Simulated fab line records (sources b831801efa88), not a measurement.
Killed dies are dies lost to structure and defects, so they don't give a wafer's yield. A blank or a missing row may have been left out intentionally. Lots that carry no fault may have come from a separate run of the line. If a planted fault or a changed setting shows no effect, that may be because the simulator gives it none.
fab line records | flow sky130
[record] lots = 6 wafers = 18 lastDay = 50
route steps=708 shown LDD_N@237 PAD_OPEN@708
lots untouched by any fault: they come from a run of this same line in which no faults occurred
startH: start of the lot's first displayed wafer, in hours after the record's first day | waitH: hours elapsed since this lot's preceding step | " as in the row above | L1.1+2: one row covering several wafers at once | - no value present, or no start provided | * or withheld: withheld | < > ~ a bound
route shown NAME@n: a module of which the file shows steps, and the number in the route of the first | usual: mean/standard deviation taken from wafers without a fault | same: alike in all rows | chamber/n: place in a boat | sites: each site's reading | _std_site: standard deviation across them | _edge_site: the outer-site mean with the inner-site mean subtracted | radiusMm: how far each site lies from the wafer's centre | mask NAME#n: copy n | behind: tool/chamber where the wafer was last shaped | hold: what put the lot on hold/how long, in hours/how the hold closed | device: whichever transistor did not switch (one of n, p or np) | end of line: the tests these same wafers got at the end of their route | for a step that has no rows: nothing shown but its recipe | killed: dies that structure and defects cost at the first sort, which is not the same as the wafer's yield | map: the dies of a wafer, with x for killed, . for not killed, _ for no die there
set.NAME: the setting the step ran with; set.NAME@STEP: the setting that earlier step ran with | model.NAME: the simulator's own value behind a step, which no gauge read
lots at some steps of the route; a table a step, a row a wafer
services: when a tool's chamber went out of use (startH, in hours from the record's first day, below 0 if earlier), for how many hours, and the reason
[[steps]]
[step SKY_LDD_N_DEHYDRATE_00]
[recipe] tempC = 200 timeS = 60
[step SKY_LDD_N_HMDS_01]
[recipe] primeTimeS = 60 primeTempC = 120
[step SKY_LDD_N_COAT_02]
[recipe] resist = NOVOLAK spinRpm = 3000 resistThkNm = 300
[step SKY_LDD_N_SOFTBAKE_03]
[recipe] tempC = 90 timeS = 60 resist = NOVOLAK
[step SKY_LDD_N_EXPOSE_04]
[recipe] maskId = NTM targetCdNm = 840 na = 0.6 sourceShape = conventional sigmaOuter = 0.6 doseMj = 110
[step SKY_LDD_N_PEB_05]
[recipe] tempC = withheld timeS = * resist = NOVOLAK
[step SKY_LDD_N_DEVELOP_06]
[recipe] developTimeS = 60 devTempC = 23
[step SKY_LDD_N_OVL_MEAS_07]
[usual] LDD_N_OVL = 0.2/1.8
// columns lot.wafer tool chamber startH waitH LDD_N_OVL[nm]
L265.1 overlay-02 - 441.40 0.1 2.2
L265.2 " - " " 0.7
L265.4 " - " " 0.0
L269.2 overlay-02 - 476.50 0.1 2.1
L269.4 " - " " 2.9
L269.6 " - " " 1.7
L273.2 overlay-01 - 517.70 0.1 2.4
L273.4 " - " " 1.6
L273.5 " - " " -1.1
L280.1 overlay-02 - 573.07 0.1 0.3
L280.2 " - " " 0.3
L280.6 " - " " -1.5
L282.1 overlay-02 - 585.07 0.1 -0.8
L282.5 " - " " -0.7
L282.6 " - " " -0.3
L283.1 overlay-01 - 594.00 0.1 0.5
L283.5 " - " " 1.2
L283.6 " - " " -1.6
[step SKY_LDD_N_IMPLANT_08]
[recipe] species = As energyKev = 20 doseCm2 = 7.5e+13 tiltDeg = withheld rotationDeg = 23
[step SKY_LDD_N_IMPLANT_09]
[recipe] species = As energyKev = 20 doseCm2 = 7.5e+13 tiltDeg = withheld rotationDeg = 113
[step SKY_LDD_N_IMPLANT_10]
[recipe] species = As energyKev = 20 doseCm2 = 7.5e+13 tiltDeg = withheld rotationDeg = 203
[step SKY_LDD_N_IMPLANT_11]
[recipe] species = As energyKev = 20 doseCm2 = 7.5e+13 tiltDeg = withheld rotationDeg = 293
[step SKY_LDD_N_IMPLANT_12]
[recipe] species = BF2 energyKev = 50 doseCm2 = 5e+12 tiltDeg = 30 rotationDeg = 0
[usual] tiltDeg = 30.002/0.023
// columns lot.wafer tool chamber startH waitH tiltDeg
L265.1 implanter-02 0 442.03 0.1 29.999
L265.2 " 0 " " 30.012
L265.4 " 0 " " 29.997
L269.2 implanter-01 0 477.16 0.1 -0.017
L269.4 " 0 " " 0.030
L269.6 " 0 " " 0.028
L273.2 implanter-01 0 518.36 0.1 -0.014
L273.4 " 0 " " 0.042
L273.5 " 0 " " -0.004
L280.1 implanter-04 0 573.71 0.1 30.047
L280.2 " 0 " " 30.044
L280.6 " 0 " " 30.002
L282.1 implanter-02 0 585.71 0.1 29.967
L282.5 " 0 " " 29.965
L282.6 " 0 " " 29.990
L283.1 implanter-01 0 594.63 0.1 29.990
L283.5 " 0 " " 29.990
L283.6 " 0 " " 30.001
[step SKY_LDD_N_IMPLANT_13]
[recipe] species = BF2 energyKev = 50 doseCm2 = 5e+12 tiltDeg = 30 rotationDeg = 90
[step SKY_PAD_OPEN_PROBE_99]
[usual] killed_at_M0_to_M3 = 41/6.2 killed_at_M4_up = 3.0/1.7 killedAtContacts = 25/5.8 killedAtFrontEnd = 16/4.5 killedAtOther = 0.2/0.42 killedDies = 85/8.4 killedOpen = 46/5.9 killedShort = 39/6.3
[same] grossDies = 492 killedAtBackSide = 0
// columns lot.wafer tool chamber startH waitH killed_at_M0_to_M3 killed_at_M4_up killedAtContacts killedAtFrontEnd killedAtOther killedDies killedOpen killedShort model.etest.nfet_01v8_lvt.vtSatV model.etest.nfet_01v8.vtSatV model.etest.sramNfetPass.vtSatV model.etest.nfet_01v8_swapped.vtSatV
L265.1 prober-02 - 1104.27 0.1 44 8 27 13 0 92 47 45 0.5379 0.6512 0.5751 0.654
L265.2 prober-02 - 1104.32 0.1 45 3 25 11 0 84 53 31 0.5228 0.6351 0.5352 0.6361
L265.4 prober-02 - 1104.42 0.2 37 4 30 5 0 76 40 36 0.5249 0.6407 0.5608 0.64
L269.2 prober-02 - 1127.92 0.1 36 3 16 14 0 69 37 32 0.4944 0.615 0.5758 0.6692
L269.4 prober-02 - 1128.02 0.2 35 5 25 15 0 80 52 28 0.4885 0.606 0.5418 0.6599
L269.6 prober-02 - 1128.12 0.2 28 2 23 18 1 72 37 35 0.4833 0.6046 0.5367 0.6605
L273.2 prober-02 - 1152.16 0.1 34 3 34 21 1 93 47 43 0.496 0.6165 0.5224 0.6735
L273.4 prober-02 - 1152.26 0.2 38 2 31 21 1 93 56 35 0.4905 0.6165 0.5273 0.6696
L273.5 prober-02 - 1152.31 0.2 39 3 24 13 1 80 42 38 0.4856 0.608 0.5317 0.6653
L280.1 prober-02 - 1187.32 0.1 44 4 34 14 0 96 51 45 0.5428 0.6464 0.5572 0.6523
L280.2 prober-02 - 1187.37 0.1 40 3 26 18 0 87 52 35 0.5302 0.6401 0.5653 0.6409
L280.6 prober-02 - 1187.57 0.2 46 1 26 14 0 87 46 41 0.5424 0.6441 0.5639 0.6507
L282.1 prober-01 - 1191.57 0.1 33 4 27 19 0 83 43 40 0.5355 0.6505 0.5737 0.652
L282.5 prober-01 - 1191.77 0.2 34 2 22 21 0 79 43 36 0.5388 0.6507 0.5598 0.6553
L282.6 prober-01 - 1191.82 0.2 43 1 23 13 1 81 39 41 0.5356 0.6446 0.5574 0.6476
L283.1 prober-02 - 1197.34 0.1 51 1 29 11 0 92 41 51 0.5255 0.648 0.5482 0.6494
L283.5 prober-02 - 1197.54 0.2 39 3 23 21 0 86 43 42 0.514 0.636 0.5411 0.6441
L283.6 prober-02 - 1197.59 0.2 46 2 29 16 1 94 50 42 0.5255 0.6471 0.5587 0.6538
// killed by level:class
L265.1 CONTACT:geometricParticle:open=11 VIA1:geometricParticle:short=11 VIA1:geometricParticle:open=11 CONTACT:geometricParticle:short=8 VIA2:geometricParticle:open=7 METAL4:geometricParticle:short=6 FIELD_ISO:geometricParticle:open=3 FIELD_ISO:geometricParticle:short=3
L265.2 VIA1:geometricParticle:open=15 CONTACT:geometricParticle:open=10 VIA2:geometricParticle:open=8 LI_CONTACT:geometricParticle:open=7 METAL2:geometricParticle:short=5 CONTACT:geometricParticle:short=4 VIA1:geometricParticle:short=4 VIA3:geometricParticle:open=4
L265.4 LI_CONTACT:geometricParticle:open=10 VIA1:geometricParticle:open=10 CONTACT:geometricParticle:short=9 METAL1:geometricParticle:short=7 VIA2:geometricParticle:open=6 CONTACT:geometricParticle:open=5 VIA1:geometricParticle:short=5 LI_CONTACT:geometricParticle:short=4
L269.2 VIA1:geometricParticle:open=11 FIELD_ISO:geometricParticle:short=5 FIELD_ISO:geometricParticle:open=4 CONTACT:geometricParticle:short=4 VIA2:geometricParticle:open=4 LI_CONTACT:geometricParticle:open=4 VIA3:geometricParticle:open=4 LOCAL_INTERCONNECT:geometricParticle:short=3
L269.4 VIA1:geometricParticle:open=9 CONTACT:geometricParticle:short=7 CONTACT:geometricParticle:open=7 VIA2:geometricParticle:open=7 FIELD_ISO:geometricParticle:open=6 LI_CONTACT:geometricParticle:open=5 VIA3:geometricParticle:open=5 POLY_GATE:geometricParticle:open=3
L269.6 CONTACT:geometricParticle:open=11 VIA2:geometricParticle:open=6 FIELD_ISO:geometricParticle:short=5 POLY_GATE:geometricParticle:short=5 METAL1:geometricParticle:short=5 FIELD_ISO:geometricParticle:open=4 LOCAL_INTERCONNECT:geometricParticle:short=4 METAL2:geometricParticle:short=4
L273.2 LI_CONTACT:geometricParticle:open=11 CONTACT:geometricParticle:open=8 METAL2:geometricParticle:short=7 VIA1:geometricParticle:open=7 FIELD_ISO:geometricParticle:short=6 LI_CONTACT:geometricParticle:short=6 CONTACT:geometricParticle:short=5 VIA2:geometricParticle:open=5
L273.4 CONTACT:geometricParticle:open=15 VIA1:geometricParticle:open=12 VIA2:geometricParticle:open=9 LI_CONTACT:geometricParticle:open=8 FIELD_ISO:geometricParticle:short=5 FIELD_ISO:geometricParticle:open=4 METAL2:geometricParticle:short=4 POLY_GATE:geometricParticle:open=3
L273.5 CONTACT:geometricParticle:open=9 VIA3:geometricParticle:open=7 LI_CONTACT:geometricParticle:open=7 VIA1:geometricParticle:short=6 METAL2:geometricParticle:short=6 VIA1:geometricParticle:open=5 CONTACT:geometricParticle:short=4 VIA2:geometricParticle:open=4
L280.1 CONTACT:geometricParticle:open=17 VIA1:geometricParticle:open=15 CONTACT:geometricParticle:short=10 METAL1:geometricParticle:short=6 LI_CONTACT:geometricParticle:open=5 FIELD_ISO:geometricParticle:short=4 METAL2:geometricParticle:short=4 VIA2:geometricParticle:short=3
L280.2 CONTACT:geometricParticle:open=16 VIA1:geometricParticle:open=12 POLY_GATE:geometricParticle:short=8 VIA3:geometricParticle:open=5 FIELD_ISO:geometricParticle:short=4 LI_CONTACT:geometricParticle:open=4 VIA2:geometricParticle:short=4 VIA2:geometricParticle:open=4
L280.6 CONTACT:geometricParticle:open=11 VIA1:geometricParticle:open=11 VIA3:geometricParticle:open=8 CONTACT:geometricParticle:short=7 VIA1:geometricParticle:short=7 FIELD_ISO:geometricParticle:open=5 LI_CONTACT:geometricParticle:open=5 VIA3:geometricParticle:short=5
L282.1 LI_CONTACT:geometricParticle:open=8 CONTACT:geometricParticle:open=7 VIA1:geometricParticle:open=7 FIELD_ISO:geometricParticle:short=6 FIELD_ISO:geometricParticle:open=5 LOCAL_INTERCONNECT:geometricParticle:short=5 METAL2:geometricParticle:short=5 VIA2:geometricParticle:short=5
L282.5 CONTACT:geometricParticle:open=12 FIELD_ISO:geometricParticle:open=7 VIA2:geometricParticle:open=7 FIELD_ISO:geometricParticle:short=6 VIA1:geometricParticle:open=6 CONTACT:geometricParticle:short=5 VIA1:geometricParticle:short=5 VIA3:geometricParticle:open=5
L282.6 CONTACT:geometricParticle:open=11 VIA1:geometricParticle:open=10 METAL1:geometricParticle:short=9 LI_CONTACT:geometricParticle:open=5 VIA3:geometricParticle:open=5 FIELD_ISO:geometricParticle:short=4 POLY_GATE:geometricParticle:short=4 VIA3:geometricParticle:short=4
L283.1 CONTACT:geometricParticle:open=10 METAL2:geometricParticle:short=9 VIA3:geometricParticle:open=9 FIELD_ISO:geometricParticle:short=7 METAL1:geometricParticle:short=7 VIA1:geometricParticle:open=7 CONTACT:geometricParticle:short=6 LI_CONTACT:geometricParticle:open=5
L283.5 CONTACT:geometricParticle:open=8 METAL1:geometricParticle:short=7 VIA1:geometricParticle:open=7 FIELD_ISO:geometricParticle:short=6 FIELD_ISO:geometricParticle:open=5 LOCAL_INTERCONNECT:geometricParticle:short=5 POLY_GATE:geometricParticle:open=5 LI_CONTACT:geometricParticle:open=5
L283.6 CONTACT:geometricParticle:open=12 VIA1:geometricParticle:open=11 LI_CONTACT:geometricParticle:short=6 VIA2:geometricParticle:open=6 FIELD_ISO:geometricParticle:short=5 POLY_GATE:geometricParticle:open=5 LOCAL_INTERCONNECT:geometricParticle:short=5 VIA3:geometricParticle:open=5
[[services]]
// columns tool chamber startH hours kind
implanter-01 - 418.16 6.7 repair
implanter-02 - 459.08 4.2 pm
implanter-02 - 470.16 1.2 repair
implanter-04 - 481.94 2.9 pm
implanter-01 - 493.97 1.6 repair
implanter-04 - 537.56 1.0 repair
implanter-02 - 552.35 4.2 repair
implanter-01 - 586.31 3.4 pm
implanter-02 - 586.41 3.4 repair
[[key]]
[firstSign] step = SKY_LDD_N_IMPLANT_12 reading = tiltDeg direction = down sigmas = 99+ usual = * struck = *
effect none on later readings
[modelEffect] step = SKY_PAD_OPEN_PROBE_99 value = etest.nfet_01v8_lvt.vtSatV without = 0.5335 struck = 0.4897
metAt SKY_LDD_N_IMPLANT_12
struckWafers L269.2,L269.4,L269.6,L273.2,L273.4,L273.5
testerLeftOut L269,L273
[fault] kind = processParameterDrift tool = implanter-01 chamber = - onsetH = 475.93 steps = SKY_LDD_N_IMPLANT_12 channel = tiltDeg offset = * shape = step endH = 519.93 actsIn = * stated = *
// testerLeftOut: of these lots the tester's yield and bins aren't shown, on N5 and GAA mostly nor the transistor test; their killed dies are dies lost to structure and defects alone, not to doping, threshold or leakage, so they don't give the yield
